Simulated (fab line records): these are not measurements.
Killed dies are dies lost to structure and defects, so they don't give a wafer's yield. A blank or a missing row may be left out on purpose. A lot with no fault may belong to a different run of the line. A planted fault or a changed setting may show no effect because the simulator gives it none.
Which tool is to blame?    flow gf180mcu    11 lots, 33 wafers sampled, at 6 steps of a route of 602

== WHAT THE GAUGES READ, wafer by wafer ==
GF_V2_THK_MEAS_01.
lot   measured      on            V2_CVD_00_THK (nm)
L254  day 19 11:29  filmMetro-01  601 602 606
L255  day 20 11:43  filmMetro-04  599 598 596
L262  day 23 07:10  filmMetro-01  595 605 597
L266  day 24 08:23  filmMetro-03  605 603 602
L267  day 24 12:14  filmMetro-04  612 604 600
L272  day 26 09:38  filmMetro-01  611 606 603
L274  day 26 18:28  filmMetro-04  611 615 618
L275  day 27 05:09  filmMetro-04  602 607 600
L276  day 27 10:29  filmMetro-04  602 610 609

== WHAT TOOL EACH LOT RAN ON (gives the tool, then ch and the chambers of the sampled wafers, and finally the start) ==
lot   GF_CONTACT_ETCH_16                 GF_CONTACT_ETCH_17                            GF_CONTACT_STRIP_18                  GF_M2_SPUTTER_02             GF_M2_METAL_ETCH_16
L254  rieDiel-01 ch 0,1,3, day 16 07:31  rieDiel-01 ch 0,1,3, day 16 07:41 or earlier  plasmaAsher-04 ch 0,1, day 16 07:41  pvdSputter-02, day 18 09:54  rieMetal-02 ch 0,1, day 19 10:44
L255  rieDiel-01 ch 0,2, day 17 05:32    rieDiel-01 ch 0,2, day 17 05:43 or earlier    plasmaAsher-04 ch 0, day 17 05:43    pvdSputter-03, day 19 09:42  rieMetal-02 ch 0, day 20 10:52
L262  rieDiel-01 ch 0,1,3, day 20 02:04  rieDiel-01 ch 0,1,3, day 20 02:14 or earlier  plasmaAsher-02 ch 0,1, day 20 02:14  pvdSputter-02, day 22 07:41  rieMetal-03 ch 0,1, day 23 06:23
L263  rieDiel-02 ch 1,2,3, day 20 07:22  rieDiel-02 ch 1,2,3, day 20 07:34 or earlier  plasmaAsher-02 ch 0,1, day 20 07:34  -                            -
L265  rieDiel-04 ch 0,1, day 20 12:29    rieDiel-04 ch 0,1, day 20 12:39 or earlier    plasmaAsher-02 ch 0,1, day 20 12:39  -                            -
L266  rieDiel-04 ch 0,2,3, day 21 04:31  rieDiel-04 ch 0,2,3, day 21 04:41 or earlier  plasmaAsher-02 ch 0,1, day 21 04:41  pvdSputter-04, day 23 08:18  rieMetal-04 ch 0,1, day 24 07:40
L267  rieDiel-04 ch 0,1,3, day 21 08:23  rieDiel-04 ch 0,1,3, day 21 08:33 or earlier  plasmaAsher-04 ch 0,1, day 21 08:33  pvdSputter-04, day 23 11:59  rieMetal-04 ch 0,1, day 24 11:29
L272  rieDiel-04 ch 0,1,2, day 23 08:20  rieDiel-04 ch 0,1,2, day 23 08:30 or earlier  plasmaAsher-04 ch 0,1, day 23 08:30  pvdSputter-04, day 25 10:18  rieMetal-02 ch 0,1, day 26 08:53
L274  rieDiel-04 ch 1,2,3, day 23 19:31  rieDiel-04 ch 1,2,3, day 23 19:40 or earlier  plasmaAsher-03 ch 0,1, day 23 19:40  pvdSputter-03, day 25 20:15  rieMetal-04 ch 1, day 26 17:37
L275  rieDiel-01 ch 0,1,3, day 24 05:58  rieDiel-01 ch 0,1,3, day 24 06:10 or earlier  plasmaAsher-03 ch 0,1, day 24 06:10  pvdSputter-03, day 26 06:37  rieMetal-03 ch 0,1, day 27 04:24
L276  rieDiel-02 ch 1,3, day 24 11:28    rieDiel-02 ch 1,3, day 24 11:40 or earlier    plasmaAsher-03 ch 0,1, day 24 11:40  pvdSputter-02, day 26 12:27  rieMetal-03 ch 0,1, day 27 09:44
- GF_CONTACT_ETCH_16: etches BARC in N2/H2.
- GF_CONTACT_ETCH_17: etches SiO2 in C4F8/O2/Ar, stops on CoSi2, target depth 860 nm.
- GF_CONTACT_STRIP_18: strips in O2/N2.
- GF_M2_SPUTTER_02: material AlCu, target thk 450 nm, time 23.9 s.
- GF_M2_METAL_ETCH_16: etches the open film in Cl2/BCl3, stops on SiO2, target depth 750.8 nm, time 125.1 s.

== THE ANSWER, worked out from the rows above alone ==
Rule: the lots themselves supply what counts as usual. Put in order of their means at a reading, lots are off if they are a third of the lots or fewer, leave a main group of 4 or more, and stand apart from it by a gap of 3 or more times the standard deviation of the main group's means; of several such gaps the widest counts. The tables above print the reading to a certain number of digits; a main group whose means all agree to those digits is not used. Also off: a lot with no number at a reading for which 4 or more lots have one. Where the step has rows for the other lots, those lots are counted as sound.
No lot is off at any reading shown: from this, nothing can be told.

== WHAT THE SIMULATOR PUT IN ==
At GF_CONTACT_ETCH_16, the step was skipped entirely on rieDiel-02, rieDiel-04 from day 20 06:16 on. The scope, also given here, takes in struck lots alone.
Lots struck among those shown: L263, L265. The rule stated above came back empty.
